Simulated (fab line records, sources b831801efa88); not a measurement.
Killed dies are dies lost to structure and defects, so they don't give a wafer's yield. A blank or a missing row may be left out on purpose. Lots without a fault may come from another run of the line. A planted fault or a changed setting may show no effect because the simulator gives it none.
A struck lot beside a sound one | flow sky130 | 15 steps out of a route of 708
Sound: wafers L935.1, L935.2, L935.5. Struck: wafers L929.2, L929.3. (L929.1 of the same lot was not struck and is left out.) The cause comes at the end.
At each step with rows: each side's tool, then ch and its chambers, then its first start. Under that, the readings that differ: sound wafers | struck wafers | difference of the means | sigmas: that difference in standard deviations of wafers without a fault.
alike: readings whose means differ by less than 2 such deviations, and words and numbers that are the same on both sides. not compared: withheld readings, readings that some wafer has no value for, bounds like >300 that may hide the same value, and numbers for which the record gives no deviation and whose values overlap.
The two part at a step that has a row with sigmas, a row that says differs or no value, or rows on one side only. Numbers that don't overlap but have no deviation are shown without sigmas and don't part them. A reading that every wafer of one side lacks parts them only if that side has two wafers or more.

first, 7 steps without rows for these wafers: SKY_METAL3_HMDS_06 (prime time 60 s); SKY_METAL3_COAT_07 (resist thk 60 nm); SKY_METAL3_COAT_08 (resist thk 1140 nm); SKY_METAL3_SOFTBAKE_09 (time 90 s); SKY_METAL3_EXPOSE_10 (exposes mask MM3, target cd 300 nm); SKY_METAL3_PEB_11; SKY_METAL3_DEVELOP_12 (develop time 57.97 s).
SKY_METAL3_CD_MEAS_13: target cd 300 nm.
  sound on cd_sem-02, day 43 23:13; struck on cd_sem-02, day 41 13:58
  alike: cd_nm
SKY_METAL3_OVL_MEAS_14:
  sound on overlay-02, day 43 23:20; struck on overlay-01, day 41 14:05
  alike: METAL3_OVL
SKY_METAL3_DESCUM_15: chemistry O2, time 8 s.
  sound on rie_metal-04 ch 0,1, day 43 23:22; struck on rie_metal-04 ch 0, day 41 14:07
  reading               | sound             | struck      | difference | sigmas
  oes_product_au (a.u.) | 1.014 0.997 0.998 | 0.981 0.982 | -0.022     | -2
  alike: drypump_motor_current_A
  not compared: rf_hours_counter_h
SKY_METAL3_ETCH_16: etches BARC in N2/H2, stops on SiO2, time 88.2 s, target depth 60 nm.
  sound on rie_metal-04 ch 0,1, day 43 23:24; struck on rie_metal-04 ch 0, day 41 14:09
  alike: bias_w, drypump_motor_current_A, oes_product_au, throttle_valve_pct
  not compared: rf_hours_counter_h
SKY_METAL3_ETCH_17: etches SiO2 in C4F8/O2/Ar, stops on TiN, time 3.9 s, target depth 15 nm.
  sound on rie_diel-03 ch 1,2,3, day 43 23:29; struck on rie_diel-01 ch 0,3, day 41 14:15
  alike: bias_w, oes_product_au
  not compared: rf_hours_counter_h
SKY_METAL3_METAL_ETCH_18: etches the open film in Cl2/BCl3, stops on SiO2, target depth 845 nm, time 183.1 s.
  sound on rie_metal-03 ch 0,1, day 43 23:31; struck on rie_metal-01 ch 0, day 41 14:16
  reading    | sound             | struck      | difference | sigmas
  bias_w (W) | 48.41 48.49 48.50 | 47.38 47.33 | -1.11      | -7
  alike: drypump_motor_current_A, oes_product_au, throttle_valve_pct
  not compared: rf_hours_counter_h
SKY_METAL3_STRIP_19: strips in O2/N2.
  sound on plasma_asher-04 ch 0,1, day 43 23:41; struck on plasma_asher-02 ch 0, day 41 14:26
  reading                      | sound          | struck    | difference | sigmas
  strip_time_to_endpoint_s (s) | 6.41 6.51 6.46 | 6.62 6.63 | +0.17      | +3
  alike: drypump_motor_current_A, oes_product_au
  not compared: rf_hours_counter_h
-- the record jumps here: 7 days lie between the struck wafers' starts before and after (it left off in module METAL3 and takes up again in module PAD_OPEN, whose first step shown is number 708 of the route) --
SKY_PAD_OPEN_PROBE_99:
  sound on prober-01, day 50 04:43; struck on prober-02, day 48 11:01
  alike: defect_limited_yield, killed_at_M0_to_M3, killed_at_M4_up, killed_at_contacts, killed_at_front_end, killed_at_other, killed_dies, killed_open, killed_short, sort_bin_3_pad_short, sort_bin_5_function, sort_bin_6_memory, sort_n_pass, sort_yield_pct

WHERE THEY PART
First at SKY_METAL3_DESCUM_15; last, within this record, at SKY_METAL3_STRIP_19. Later steps at which nothing parts them and some readings are alike: SKY_PAD_OPEN_PROBE_99.

WHY: what the simulator had put in
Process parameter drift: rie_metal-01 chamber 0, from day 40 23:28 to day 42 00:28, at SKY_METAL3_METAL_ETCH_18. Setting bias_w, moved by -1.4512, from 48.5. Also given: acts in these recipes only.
